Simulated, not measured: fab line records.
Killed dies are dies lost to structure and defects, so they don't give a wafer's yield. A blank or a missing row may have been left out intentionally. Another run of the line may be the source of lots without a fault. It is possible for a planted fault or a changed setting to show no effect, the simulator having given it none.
Struck lot and sound lot, side by side || flow gf180mcu || 15 steps out of a route of 602
Sound: wafers L411.2, L411.3, L411.6. Struck: wafer L418.4 (L418.3, L418.5, from the same lot, were not struck and are left out); the cause is given at the end.
At each step with rows: each side's tool, then ch and its chambers, then its first start. Under that, the readings that differ: sound wafers || struck wafers || difference of the means || sigmas: that difference in standard deviations of wafers without a fault.
alike: words and numbers the same on both sides, and readings whose means are apart by under 2 such deviations; not compared: readings that were withheld, readings missing a value for some wafer, numbers with overlapping values and no deviation given by the record, and bounds like >300 which may hide the same value.
Wherever a step has rows on one side only, a row that says differs or no value, or a row with sigmas, the two part there. Numbers that have no deviation but don't overlap get no sigmas and don't part them. A reading missing from all wafers of one side parts the sides only when that side holds two or more wafers.

GF_MIM_STRIP_20: strips in O2/N2.
  sound on plasma_asher-03 ch 1, day 26 16:10; struck on plasma_asher-03 ch 0, day 28 19:04
  alike: drypump_motor_current_A, heater_power_w, oes_product_au, strip_time_to_endpoint_s
  not compared: rf_hours_counter_h
then, 9 steps without rows for these wafers: GF_MIM_STRIP_21 (strips in post etch residue remover, time 1200 s); GF_MIM_CLEAN_22 (cleans in DIW); GF_M5_DEHYDRATE_00 (time 60 s); GF_M5_HMDS_01 (prime time 60 s); GF_M5_COAT_02 (resist thk 1000 nm); GF_M5_SOFTBAKE_03 (time 60 s); GF_M5_EXPOSE_04 (exposes mask Metal5, target cd 280 nm); GF_M5_PEB_05 (peb time 90 s); GF_M5_DEVELOP_06 (develop time 60 s).
GF_M5_CD_MEAS_07 targets a cd of 280 nm.
  struck on cd_sem-02, day 29 14:36; sound on cd_sem-02, day 27 12:32
{"reading": "cd_nm (nm)", "sound": "279.7 278.6 279.3", "struck": 277.1, "difference": -2.1, "sigmas": -2}
GF_M5_OVL_MEAS_08:
  struck on overlay-02, day 29 14:41; sound on overlay-02, day 27 12:38
  alike: M5_OVL
GF_M5_ETCH_09: etches Si3N4 in CF4/O2, target depth 52 nm, time 11.6 s.
  sound on rie_diel-04 ch 1,2, day 27 12:40; struck on rie_diel-02 ch 0, day 29 14:43
{"reading": "oes_product_au (a.u.)", "sound": "1.001 0.983 1.014", "struck": 1.091, "difference": "+0.092", "sigmas": "+9"}
{"reading": "rf_fwd_power_W (W)", "sound": "783 785 783", "struck": 914, "difference": "+130", "sigmas": "+29"}
{"reading": "throttle_valve_pct (%)", "sound": "5.987 5.959 5.971", "struck": 6.004, "difference": "+0.032", "sigmas": "+4"}
{"reading": "model.etch.depth_nm (nm)", "sound": "52.33 50.6 52.32", "struck": 59.43, "difference": "+7.68", "sigmas": ""}
  alike: drypump_motor_current_A
  not compared: rf_hours_counter_h
GF_M5_METAL_ETCH_10: etches the open film in Cl2/BCl3, stops on SiO2, target depth 750.8 nm, time 125.1 s.
  sound on rie_metal-02 ch 0,1, day 27 12:41; struck on rie_metal-03 ch 0, day 29 14:47
  alike: drypump_motor_current_A, oes_product_au, rf_fwd_power_W, throttle_valve_pct
  not compared: rf_hours_counter_h
after that, 1 step had no rows for these wafers: GF_PASSIVATION_PROBE_99.

## WHERE THEY PART
Last at GF_M5_ETCH_09 as far as this record goes, first at GF_M5_CD_MEAS_07. Later steps at which nothing parts them and some readings are alike: GF_M5_METAL_ETCH_10.

WHY: whatever the simulator had introduced
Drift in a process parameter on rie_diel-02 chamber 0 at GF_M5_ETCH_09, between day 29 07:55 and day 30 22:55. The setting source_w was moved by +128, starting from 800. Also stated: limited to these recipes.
